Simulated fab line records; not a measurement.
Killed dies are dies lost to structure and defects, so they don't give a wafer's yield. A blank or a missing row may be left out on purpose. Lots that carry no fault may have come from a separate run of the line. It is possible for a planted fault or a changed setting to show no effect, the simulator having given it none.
Chamber matching + flow sfq-line + rie-diel-03 running SFQ_TRILAYER_I7_VIA_ETCH_VIA_ETCH_190: 4 sister chambers
The step etches SiO2 in CHF3, stops on Nb, target depth 260 nm. 14 wafers are shown with their chamber, then 7 later ones without.

WAFERS WITH THEIR CHAMBER
| wafer  | chamber | drypump-motor-current-A (A) | chamber-pressure-mTorr (mTorr) | oes-product-au (a.u.) |
|--------|---------|-----------------------------|--------------------------------|-----------------------|
| L130.2 | 1       | 5.6                         | 30.058                         | 0.849                 |
| L130.4 | 2       | 6.4                         | 29.982                         | 0.858                 |
| L130.6 | 1       | 5.6                         | 30.011                         | 0.856                 |
| L131.3 | 2       | 6.4                         | 30.005                         | 0.851                 |
| L131.4 | 3       | 5.0                         | 29.956                         | 0.849                 |
| L131.5 | 2       | 6.4                         | 30.038                         | 0.851                 |
| L135.4 | 2       | 6.4                         | 30.036                         | 0.849                 |
| L135.5 | 0       | 6.4                         | 30.018                         | 0.842                 |
| L135.6 | 1       | 5.5                         | 29.942                         | 0.849                 |
| L136.3 | 1       | 5.6                         | 29.995                         | 0.865                 |
| L136.4 | 0       | 6.5                         | 30.063                         | 0.854                 |
| L136.5 | 1       | 5.5                         | 29.985                         | 0.855                 |
| L141.1 | 3       | 5.0                         | 29.974                         | 0.857                 |
| L141.4 | 2       | 6.4                         | 29.976                         | 0.859                 |

SIGNATURES, as means of the wafers listed above
| reading                 | chamber 0 | chamber 1 | chamber 2 | chamber 3 | scatter within a chamber |
|-------------------------|-----------|-----------|-----------|-----------|--------------------------|
| drypump-motor-current-A | 6.450     | 5.560     | 6.400     | 5.000     | 0.0412                   |
| chamber-pressure-mTorr  | 30.04050  | 29.99820  | 30.00740  | 29.96500  | 0.0341                   |
| oes-product-au          | 0.84800   | 0.85480   | 0.85360   | 0.85300   | 0.006                    |
Rule: distance of a wafer from a chamber = root of the sum over the readings of ((wafer's reading minus chamber's mean) / reading's scatter) squared. The wafer belongs to the nearest chamber; if the next one is less than 2 further off, it can't be placed. The scatter: the root of (the sum of the squares of (reading less its chamber's mean) over the shown wafers, divided by (wafers less chambers)).

WAFERS WHOSE CHAMBER IS MISSING
| wafer  | drypump-motor-current-A (A) | chamber-pressure-mTorr (mTorr) | oes-product-au (a.u.) |
|--------|-----------------------------|--------------------------------|-----------------------|
| L141.5 | 6.4                         | 30.011                         | 0.865                 |
| L144.1 | 6.5                         | 30.036                         | 0.851                 |
| L144.2 | 5.0                         | 30.006                         | 0.846                 |
| L144.6 | 5.6                         | 29.973                         | 0.853                 |
| L150.2 | 5.0                         | 29.981                         | 0.855                 |
| L150.4 | 5.6                         | 29.982                         | 0.849                 |
| L150.5 | 5.0                         | 29.998                         | 0.850                 |

EACH ONE'S CHAMBER
| wafer  | from the rows above     | in truth |
|--------|-------------------------|----------|
| L141.5 | can't be placed: 2 or 0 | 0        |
| L144.1 | can't be placed: 0 or 2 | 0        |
| L144.2 | 3                       | 3        |
| L144.6 | 1                       | 1        |
| L150.2 | 3                       | 3        |
| L150.4 | 1                       | 1        |
| L150.5 | 3                       | 3        |
Placed correctly: 5 of 7. These rows do not allow placing 2 (true chamber among the candidates in 2). Wrongly placed: 0.
